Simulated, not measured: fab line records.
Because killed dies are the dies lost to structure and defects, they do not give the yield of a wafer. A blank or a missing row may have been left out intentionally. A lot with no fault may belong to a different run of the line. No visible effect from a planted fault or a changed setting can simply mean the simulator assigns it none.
Which tool is to blame? | flow gf180mcu | 14 lots, 42 wafers sampled, at 4 steps of a route of 602

== WHAT THE GAUGES READ, wafer by wafer ==
GF_V2_CD_MEAS_14: the cd target is 260 nm. Usual: 259.9 nm for cd nm, sd 1.2.
lot  | measured     | on        | cd nm (nm)        | flag
L916 | day 20 00:23 | cd sem-02 | 262.5 260.1 260.6 |
L917 | day 20 07:43 | cd sem-02 | 259.6 259.4 259.9 |
L918 | day 20 16:33 | cd sem-02 | 261.3 260.9 261.1 |
L919 | day 21 08:27 | cd sem-01 | 259.2 259.0 260.0 |
L920 | day 21 16:47 | cd sem-01 | 261.9 262.1 262.0 |
L921 | day 21 23:44 | cd sem-01 | 259.8 258.4 259.7 |
L926 | day 24 03:51 | cd sem-02 | 260.4 258.4 259.1 |
L929 | day 25 05:14 | cd sem-02 | 259.7 259.3 259.3 |
L930 | day 25 10:17 | cd sem-01 | 258.5 258.8 258.9 |
L933 | day 26 06:33 | cd sem-01 | 258.1 257.5 257.3 |
L936 | day 27 01:08 | cd sem-01 | 261.1 259.9 260.2 |
L937 | day 27 09:48 | cd sem-01 | 260.5 259.9 262.0 |
L938 | day 27 16:10 | cd sem-02 | 261.2 262.0 261.3 |
L939 | day 27 22:54 | cd sem-01 | 258.1 258.7 257.9 |

== WHICH TOOL RAN EACH LOT (tool, then ch and the chambers of the sampled wafers, then the start) ==
lot  | GF_M2_SPUTTER_03             | GF_V2_CVD_02                    | GF_V2_PEB_12
L916 | pvd sputter-01, day 18 01:07 | pecvd-02 ch 0,1, day 19 00:50   | litho track-01 ch 0, day 20 00:02
L917 | pvd sputter-02, day 18 07:59 | pecvd-03 ch 0,1,2, day 19 07:42 | litho track-02 ch 0, day 20 07:23
L918 | pvd sputter-04, day 18 16:25 | pecvd-04 ch 1,2, day 19 16:47   | litho track-04 ch 0, day 20 16:12
L919 | pvd sputter-04, day 19 07:59 | pecvd-03 ch 0,1,2, day 20 08:19 | litho track-02 ch 0, day 21 08:06
L920 | pvd sputter-02, day 19 15:32 | pecvd-02 ch 0,1, day 20 15:54   | litho track-02 ch 0, day 21 16:28
L921 | pvd sputter-01, day 19 23:10 | pecvd-03 ch 1,2, day 20 23:30   | litho track-01 ch 0, day 21 23:23
L926 | pvd sputter-01, day 22 04:01 | pecvd-04 ch 0,1,2, day 23 04:26 | litho track-04 ch 0, day 24 03:30
L929 | pvd sputter-04, day 23 07:31 | pecvd-04 ch 0,1,2, day 24 06:50 | litho track-01 ch 0, day 25 04:53
L930 | pvd sputter-04, day 23 13:10 | pecvd-03 ch 1,2, day 24 13:02   | litho track-01 ch 0, day 25 09:58
L933 | pvd sputter-01, day 24 10:08 | pecvd-04 ch 0,1, day 25 08:40   | litho track-04 ch 0, day 26 06:12
L936 | pvd sputter-02, day 25 06:16 | pecvd-04 ch 1,2, day 26 04:14   | litho track-02 ch 0, day 27 00:49
L937 | pvd sputter-01, day 25 14:18 | pecvd-04 ch 0,2, day 26 12:27   | litho track-04 ch 0, day 27 09:27
L938 | pvd sputter-04, day 25 22:22 | pecvd-02 ch 1,2, day 26 19:35   | litho track-04 ch 0, day 27 15:50
L939 | pvd sputter-04, day 26 05:17 | pecvd-02 ch 0,1,2, day 27 02:53 | litho track-02 ch 0, day 27 22:33
- GF_M2_SPUTTER_03: material Ti, target thk 10 nm, time 6.7 s.
- GF_V2_CVD_02: deposits SiO2 from TEOS, target thk 850 nm, time 94.851 s.
- GF_V2_PEB_12: peb time 90 s.

== WHAT THE TOOLS THEMSELVES READ (means of the sampled wafers that have a number; where no wafer has one, the mark that the record gives instead) ==
GF_M2_SPUTTER_03. Usual: 29.8 % for throttle valve pct, sd 1.2.
lot  | tool           | throttle valve pct (%) | flag
L916 | pvd sputter-01 | 29.9                   |
L917 | pvd sputter-02 | 29.6                   |
L918 | pvd sputter-04 | 30.5                   |
L919 | pvd sputter-04 | 30.5                   |
L920 | pvd sputter-02 | 30.3                   |
L921 | pvd sputter-01 | 30.0                   |
L926 | pvd sputter-01 | 30.1                   |
L929 | pvd sputter-04 | 29.8                   |
L930 | pvd sputter-04 | 29.8                   |
L933 | pvd sputter-01 | 30.1                   |
L936 | pvd sputter-02 | 29.7                   |
L937 | pvd sputter-01 | 29.8                   |
L938 | pvd sputter-04 | 29.2                   |
L939 | pvd sputter-04 | 29.3                   |

GF_V2_CVD_02. Usual: 652 W for heater power w, sd 100.
lot  | tool     | heater power w (W) | flag
L916 | pecvd-02 | 729                |
L917 | pecvd-03 | 745                |
L918 | pecvd-04 | 617                |
L919 | pecvd-03 | 713                |
L920 | pecvd-02 | 758                |
L921 | pecvd-03 | 672                |
L926 | pecvd-04 | 593                |
L929 | pecvd-04 | 636                |
L930 | pecvd-03 | 705                |
L933 | pecvd-04 | 593                |
L936 | pecvd-04 | 630                |
L937 | pecvd-04 | 556                |
L938 | pecvd-02 | 569                |
L939 | pecvd-02 | 671                |

GF_V2_PEB_12. Usual: heater power total W 85.70 W, standard deviation 0.084; resist line temp C 23.00 C, standard deviation 0.1.
lot  | tool           | heater power total W (W) | resist line temp C (C) | flag
L916 | litho track-01 | 85.65                    | 23.00                  |
L917 | litho track-02 | 85.80                    | 22.98                  |
L918 | litho track-04 | 85.66                    | 22.96                  |
L919 | litho track-02 | 85.77                    | 23.03                  |
L920 | litho track-02 | 85.68                    | 22.93                  |
L921 | litho track-01 | 85.70                    | 23.00                  |
L926 | litho track-04 | 85.71                    | 22.91                  |
L929 | litho track-01 | 86.73                    | 23.14                  | OFF
L930 | litho track-01 | 86.69                    | 22.96                  | OFF
L933 | litho track-04 | 85.72                    | 22.93                  |
L936 | litho track-02 | 85.78                    | 23.13                  |
L937 | litho track-04 | 85.78                    | 23.09                  |
L938 | litho track-04 | 85.69                    | 22.98                  |
L939 | litho track-02 | 85.60                    | 23.08                  |

== THE ANSWER, worked out from the rows above alone ==
Rule: take the mean of a lot's wafers that have a number; if it is more than 3 standard deviations from the usual mean, the lot is off. Also off: a lot with no number at a reading for which 4 or more lots have one. Where the step has rows for the other lots, those lots are counted as sound. Order of review: gauges by route order, followed by the tools' own readings, for which a lot's mean as printed above is used. The first step at which some lot is off is used, and at that step the reading that is off furthest; a lot without a number counts as furthest.
Off, at GF_V2_PEB_12 on heater power total W: L929, L930.
If a tool, at that step or one of the process steps before it, ran each lot that is off and ran no sound lot following the first of them, it fits. One candidate fits, namely litho track-01 at GF_V2_PEB_12. A fault onset in the window from L921 (day 21 23:23, its last sound lot) to L929 (day 25 04:53, its first lot off) fits.
On the lots that are off, the tool's own readings at GF_V2_PEB_12 differ by more than 5 times the standard deviation of the sound lots' means, which bears it out; heater power total W reads 86.71 W there versus 85.71 W on the sound lots.

== WHAT HAD BEEN PUT IN BY THE SIMULATOR ==
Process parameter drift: litho track-01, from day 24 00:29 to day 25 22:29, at GF_V2_PEB_12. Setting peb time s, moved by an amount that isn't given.
Struck lots among those shown: L929, L930. This agrees with what the rule above found.
